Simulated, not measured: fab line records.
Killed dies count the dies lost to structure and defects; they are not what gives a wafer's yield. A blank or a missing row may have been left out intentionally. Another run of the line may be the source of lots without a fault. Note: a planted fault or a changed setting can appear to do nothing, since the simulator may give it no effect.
Which of the tools did it? :: flow gf180mcu :: Sampling: 14 lots, 42 wafers, 4 of 602 route steps

## WHAT THE GAUGES READ, wafer by wafer
The record holds no reading of a measuring or inspecting step that can be judged against a usual standard deviation.

## WHICH TOOL RAN EACH LOT (tool, then ch and the chambers of the sampled wafers, then the start)
lot: L191
GF_LVPWELL_EXPOSE_04: iline-stepper-02 ch 0, day 4 08:07
GF_V1_SPUTTER_22: pvd-sputter-02, day 19 09:49
GF_M2_SPUTTER_04: pvd-sputter-01, day 19 10:37
GF_M3_SPUTTER_00: pvd-sputter-03, day 21 13:39

lot: L192
GF_LVPWELL_EXPOSE_04: iline-stepper-02 ch 0, day 4 13:20
GF_V1_SPUTTER_22: pvd-sputter-01, day 19 17:36
GF_M2_SPUTTER_04: pvd-sputter-02, day 19 18:25
GF_M3_SPUTTER_00: pvd-sputter-03, day 21 21:54

lot: L193
GF_LVPWELL_EXPOSE_04: iline-stepper-02 ch 0, day 4 19:52
GF_V1_SPUTTER_22: pvd-sputter-02, day 20 03:28
GF_M2_SPUTTER_04: pvd-sputter-03, day 20 04:22
GF_M3_SPUTTER_00: pvd-sputter-01, day 22 07:05

lot: L194
GF_LVPWELL_EXPOSE_04: iline-stepper-02 ch 0, day 4 23:14
GF_V1_SPUTTER_22: pvd-sputter-04, day 20 05:47
GF_M2_SPUTTER_04: pvd-sputter-02, day 20 06:37
GF_M3_SPUTTER_00: pvd-sputter-01, day 22 09:19

lot: L195
GF_LVPWELL_EXPOSE_04: iline-stepper-02 ch 0, day 5 05:17
GF_V1_SPUTTER_22: pvd-sputter-02, day 20 17:19
GF_M2_SPUTTER_04: pvd-sputter-01, day 20 18:07
GF_M3_SPUTTER_00: pvd-sputter-04, day 22 20:44

lot: L196
GF_LVPWELL_EXPOSE_04: iline-stepper-02 ch 0, day 5 10:24
GF_V1_SPUTTER_22: pvd-sputter-02, day 21 01:31
GF_M2_SPUTTER_04: pvd-sputter-03, day 21 02:26
GF_M3_SPUTTER_00: pvd-sputter-01, day 23 03:27

lot: L197
GF_LVPWELL_EXPOSE_04: iline-stepper-01 ch 0, day 5 16:10
GF_V1_SPUTTER_22: pvd-sputter-04, day 21 14:51
GF_M2_SPUTTER_04: pvd-sputter-01, day 21 15:40
GF_M3_SPUTTER_00: pvd-sputter-04, day 23 15:36

lot: L199
GF_LVPWELL_EXPOSE_04: iline-stepper-01 ch 0, day 6 03:02
GF_V1_SPUTTER_22: pvd-sputter-02, day 22 05:38
GF_M2_SPUTTER_04: pvd-sputter-03, day 22 06:27
GF_M3_SPUTTER_00: pvd-sputter-04, day 24 06:34

lot: L200
GF_LVPWELL_EXPOSE_04: iline-stepper-02 ch 0, day 6 07:46
GF_V1_SPUTTER_22: pvd-sputter-04, day 22 12:20
GF_M2_SPUTTER_04: pvd-sputter-01, day 22 13:16
GF_M3_SPUTTER_00: pvd-sputter-04, day 24 13:23

lot: L201
GF_LVPWELL_EXPOSE_04: iline-stepper-02, day 6 15:29
GF_V1_SPUTTER_22: pvd-sputter-04, day 23 01:31
GF_M2_SPUTTER_04: pvd-sputter-03, day 23 02:19
GF_M3_SPUTTER_00: pvd-sputter-03, day 25 00:08

lot: L202
GF_LVPWELL_EXPOSE_04: iline-stepper-01, day 6 20:22
GF_V1_SPUTTER_22: pvd-sputter-01, day 23 07:36
GF_M2_SPUTTER_04: pvd-sputter-02, day 23 08:26
GF_M3_SPUTTER_00: pvd-sputter-04, day 25 07:32

lot: L205
GF_LVPWELL_EXPOSE_04: iline-stepper-01 ch 0, day 7 13:41
GF_V1_SPUTTER_22: pvd-sputter-02, day 24 08:44
GF_M2_SPUTTER_04: pvd-sputter-02, day 24 09:51
GF_M3_SPUTTER_00: pvd-sputter-01, day 26 07:04

lot: L210
GF_LVPWELL_EXPOSE_04: iline-stepper-01 ch 0, day 8 18:04
GF_V1_SPUTTER_22: pvd-sputter-04, day 26 04:40
GF_M2_SPUTTER_04: pvd-sputter-03, day 26 05:29
GF_M3_SPUTTER_00: pvd-sputter-01, day 28 01:25

lot: L211
GF_LVPWELL_EXPOSE_04: iline-stepper-01 ch 0, day 8 21:32
GF_V1_SPUTTER_22: pvd-sputter-04, day 26 05:22
GF_M2_SPUTTER_04: pvd-sputter-02, day 26 06:10
GF_M3_SPUTTER_00: pvd-sputter-03, day 28 02:26
- GF_LVPWELL_EXPOSE_04: exposes mask LVPWELL, target cd 600 nm.
- GF_V1_SPUTTER_22: material TiN, target thk 10 nm, time 40 s.
- GF_M2_SPUTTER_04: material TiN, target thk 50 nm, time 41.7 s.
- GF_M3_SPUTTER_00: material Ti, target thk 37.5 nm, time 150 s.

## WHAT THE TOOLS THEMSELVES READ (means of the sampled wafers that have a number; where no wafer has one, the mark that the record gives instead)
GF_LVPWELL_EXPOSE_04.
lot: L191
tool: iline-stepper-02
exposure-dose-mJ-cm2: 260.05
focus-offset-nm (nm): 0.0

lot: L192
tool: iline-stepper-02
exposure-dose-mJ-cm2: 260.35
focus-offset-nm (nm): 0.1

lot: L193
tool: iline-stepper-02
exposure-dose-mJ-cm2: 260.49
focus-offset-nm (nm): -0.2

lot: L194
tool: iline-stepper-02
exposure-dose-mJ-cm2: 259.77
focus-offset-nm (nm): 0.2

lot: L195
tool: iline-stepper-02
exposure-dose-mJ-cm2: 259.82
focus-offset-nm (nm): 0.1

lot: L196
tool: iline-stepper-02
exposure-dose-mJ-cm2: 260.01
focus-offset-nm (nm): 0.4

lot: L197
tool: iline-stepper-01
exposure-dose-mJ-cm2: 260.00
focus-offset-nm (nm): 0.1

lot: L199
tool: iline-stepper-01
exposure-dose-mJ-cm2: 260.24
focus-offset-nm (nm): 0.3

lot: L200
tool: iline-stepper-02
exposure-dose-mJ-cm2: 260.06
focus-offset-nm (nm): -0.2

lot: L201
tool: iline-stepper-02
exposure-dose-mJ-cm2: -
focus-offset-nm (nm): -

lot: L202
tool: iline-stepper-01
exposure-dose-mJ-cm2: -
focus-offset-nm (nm): -

lot: L205
tool: iline-stepper-01
exposure-dose-mJ-cm2: 259.76
focus-offset-nm (nm): 0.1

lot: L210
tool: iline-stepper-01
exposure-dose-mJ-cm2: 260.11
focus-offset-nm (nm): -0.4

lot: L211
tool: iline-stepper-01
exposure-dose-mJ-cm2: 260.20
focus-offset-nm (nm): -0.3

GF_V1_SPUTTER_22.
lot: L191
tool: pvd-sputter-02
throttle-valve-pct (%): 29.1

lot: L192
tool: pvd-sputter-01
throttle-valve-pct (%): 30.1

lot: L193
tool: pvd-sputter-02
throttle-valve-pct (%): 30.1

lot: L194
tool: pvd-sputter-04
throttle-valve-pct (%): 30.7

lot: L195
tool: pvd-sputter-02
throttle-valve-pct (%): 29.5

lot: L196
tool: pvd-sputter-02
throttle-valve-pct (%): 30.0

lot: L197
tool: pvd-sputter-04
throttle-valve-pct (%): 30.3

lot: L199
tool: pvd-sputter-02
throttle-valve-pct (%): 29.9

lot: L200
tool: pvd-sputter-04
throttle-valve-pct (%): 30.6

lot: L201
tool: pvd-sputter-04
throttle-valve-pct (%): 30.4

lot: L202
tool: pvd-sputter-01
throttle-valve-pct (%): 30.4

lot: L205
tool: pvd-sputter-02
throttle-valve-pct (%): 30.4

lot: L210
tool: pvd-sputter-04
throttle-valve-pct (%): 30.0

lot: L211
tool: pvd-sputter-04
throttle-valve-pct (%): 30.5

GF_M2_SPUTTER_04.
lot: L191
tool: pvd-sputter-01
throttle-valve-pct (%): 30.9

lot: L192
tool: pvd-sputter-02
throttle-valve-pct (%): 30.3

lot: L193
tool: pvd-sputter-03
throttle-valve-pct (%): 30.0

lot: L194
tool: pvd-sputter-02
throttle-valve-pct (%): 29.2

lot: L195
tool: pvd-sputter-01
throttle-valve-pct (%): 30.0

lot: L196
tool: pvd-sputter-03
throttle-valve-pct (%): 29.9

lot: L197
tool: pvd-sputter-01
throttle-valve-pct (%): 29.6

lot: L199
tool: pvd-sputter-03
throttle-valve-pct (%): 30.0

lot: L200
tool: pvd-sputter-01
throttle-valve-pct (%): 30.4

lot: L201
tool: pvd-sputter-03
throttle-valve-pct (%): 29.9

lot: L202
tool: pvd-sputter-02
throttle-valve-pct (%): 30.5

lot: L205
tool: pvd-sputter-02
throttle-valve-pct (%): 30.4

lot: L210
tool: pvd-sputter-03
throttle-valve-pct (%): 30.2

lot: L211
tool: pvd-sputter-02
throttle-valve-pct (%): 30.4

GF_M3_SPUTTER_00.
lot: L191
tool: pvd-sputter-03
throttle-valve-pct (%): 30.1

lot: L192
tool: pvd-sputter-03
throttle-valve-pct (%): 29.9

lot: L193
tool: pvd-sputter-01
throttle-valve-pct (%): 30.3

lot: L194
tool: pvd-sputter-01
throttle-valve-pct (%): 30.6

lot: L195
tool: pvd-sputter-04
throttle-valve-pct (%): 30.2

lot: L196
tool: pvd-sputter-01
throttle-valve-pct (%): 30.1

lot: L197
tool: pvd-sputter-04
throttle-valve-pct (%): 30.1

lot: L199
tool: pvd-sputter-04
throttle-valve-pct (%): 30.0

lot: L200
tool: pvd-sputter-04
throttle-valve-pct (%): 30.1

lot: L201
tool: pvd-sputter-03
throttle-valve-pct (%): 29.9

lot: L202
tool: pvd-sputter-04
throttle-valve-pct (%): 30.4

lot: L205
tool: pvd-sputter-01
throttle-valve-pct (%): 30.4

lot: L210
tool: pvd-sputter-01
throttle-valve-pct (%): 30.4

lot: L211
tool: pvd-sputter-03
throttle-valve-pct (%): 30.0

## THE ANSWER, worked out from the rows above alone
Rule: the lots themselves supply what counts as usual. The widest of any qualifying gaps counts: lots, ordered by their means at a reading, are off when they make up no more than a third of the lots, leave a main group of 4 or more, and stand apart from it by 3 or more times the standard deviation of that group's means. A main group is skipped when, at the precision printed for the reading in the tables above, its means are all equal. Also off: a lot with no number at a reading for which 4 or more lots have one. The other lots that the step has rows for count as sound. Order of review: gauges by route order, followed by the tools' own readings, for which a lot's mean as printed above is used. At the first step where some lot is off, the reading lying furthest off is the one used; lots without a number count as furthest.
Off: L201, L202, at GF_LVPWELL_EXPOSE_04 (exposure-dose-mJ-cm2). Without a number there: L201, L202. Main group: mean 260.07, sd 0.22.
If a tool, at that step or one of the process steps before it, ran each lot that is off and ran no sound lot following the first of them, it fits. None of those tried fits.

## WHAT HAD BEEN PUT IN BY THE SIMULATOR
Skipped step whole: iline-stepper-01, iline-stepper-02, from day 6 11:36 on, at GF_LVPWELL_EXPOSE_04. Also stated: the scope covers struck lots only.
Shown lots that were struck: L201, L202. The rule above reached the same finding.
